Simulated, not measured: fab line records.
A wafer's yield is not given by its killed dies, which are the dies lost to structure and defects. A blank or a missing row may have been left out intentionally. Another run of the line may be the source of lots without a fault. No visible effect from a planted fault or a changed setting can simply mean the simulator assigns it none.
Comparing a struck lot with a sound one ; flow sky130 ; 15 steps out of a route of 708
Sound: wafers L420.2, L420.4, L420.6. Struck: wafer L434.6. (L434.3, L434.5 of the same lot were not struck and are left out.) The cause comes at the end.
Per side, at each step with rows, come the tool, then ch with its chambers, and then its first start. Under that, the readings that differ: sound wafers ; struck wafers ; difference of the means ; sigmas: that difference in standard deviations of wafers without a fault.
alike: words and numbers the same on both sides, and readings whose means are apart by under 2 such deviations; not compared: readings that were withheld, readings missing a value for some wafer, numbers with overlapping values and no deviation given by the record, and bounds like >300 which may hide the same value.
The two part at a step that has a row with sigmas, a row that says differs or no value, or rows on one side only. Non-overlapping numbers with no deviation appear without sigmas and do not part them. A reading that every wafer of one side lacks parts them only if that side has two wafers or more.

first, 1 step without rows for these wafers: SKY_FIELD_ISO_DEVELOP_12 (develop time 60 s).
SKY_FIELD_ISO_CD_MEAS_13 targets a cd of 150 nm.
  struck on cd sem-01, day 5 23:59; sound on cd sem-02, day 2 20:22
  alike: cd nm
SKY_FIELD_ISO_ETCH_14: etches BARC in N2/H2, stops on SiO2, time 45.9 s, target depth 60 nm.
  sound on rie diel-01 ch 0,1,2, day 2 20:28; struck on rie diel-04 ch 2, day 6 00:04
  alike: bias w, drypump motor current A, oes product au, throttle valve pct
  not compared: rf hours counter h
SKY_FIELD_ISO_ETCH_15: etches the open film in CHF3/O2, stops on Si, target depth 180 nm, time 72 s.
  sound on rie diel-01 ch 0,1,2, day 2 20:31; struck on rie diel-04 ch 2, day 6 00:07
  alike: bias w, drypump motor current A, oes product au, throttle valve pct
  not compared: rf hours counter h
SKY_FIELD_ISO_STRIP_16: strips in O2/N2.
  sound on plasma asher-03 ch 0, day 2 20:34; struck on plasma asher-04 ch 1, day 6 00:12
  alike: drypump motor current A, oes product au, strip time to endpoint s
  not compared: rf hours counter h
SKY_FIELD_ISO_ETCH_17: etches Si in HBr/Cl2/O2, target depth 342 nm, time 97.7 s.
  sound on rie si-02 ch 1,2,3, day 2 20:40; struck on rie si-01 ch 3, day 6 00:16
  alike: bias w, drypump motor current A, oes product au, throttle valve pct
  not compared: rf hours counter h
then, 5 steps without rows for these wafers: SKY_FIELD_ISO_WET_ETCH_18 (etches Si3N4 in H3PO4, target depth 25 nm, time 286 s); SKY_FIELD_ISO_CLEAN_19 (cleans in SC1/SC2, time 150 s); SKY_FIELD_ISO_CLEAN_20 (cleans in dHF, time 20 s); SKY_FIELD_ISO_WET_ETCH_21 (etches SiO2 in dHF, target depth 20 nm, time 400 s); SKY_FIELD_ISO_OXIDATION_22 (stabilise 600 s, purge 300 s, target thk 10 nm).
SKY_FIELD_ISO_THK_MEAS_23:
  struck on film metro-03, day 6 06:40; sound on film metro-03, day 2 22:14
  alike: FIELD_ISO_OXIDATION_01_THK
SKY_FIELD_ISO_CVD_24: deposits SiO2, target thk 595 nm, time 99.2 s.
  sound on hdpcvd-01 ch 1,2, day 2 22:17; struck on hdpcvd-02 ch 1, day 6 06:42
reading;sound;struck;difference;sigmas
pressure mtorr (mTorr);6.005 5.999 6.003;4.781;-1.221;-99 or more
SKY_FIELD_ISO_THK_MEAS_25:
  struck on film metro-01, day 6 06:47; sound on film metro-04, day 2 22:22
  alike: FIELD_ISO_CVD_24_THK
-- record jumps: 44 days separate the struck wafers' starts on either side; left off in module FIELD_ISO, taken up again in module PAD_OPEN, whose first shown step is the route's number 708 --
SKY_PAD_OPEN_PROBE_99:
  rows exist in the record for the struck wafers here (prober-01, day 50 01:01), but not for the sound ones

WHERE THEY PART
At SKY_FIELD_ISO_CVD_24 first; at SKY_PAD_OPEN_PROBE_99 last (within this record only).

WHY: whatever the simulator had introduced
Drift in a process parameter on hdpcvd-02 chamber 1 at SKY_FIELD_ISO_CVD_24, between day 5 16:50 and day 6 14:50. The setting pressure mtorr was moved by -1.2, starting from 6. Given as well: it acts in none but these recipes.
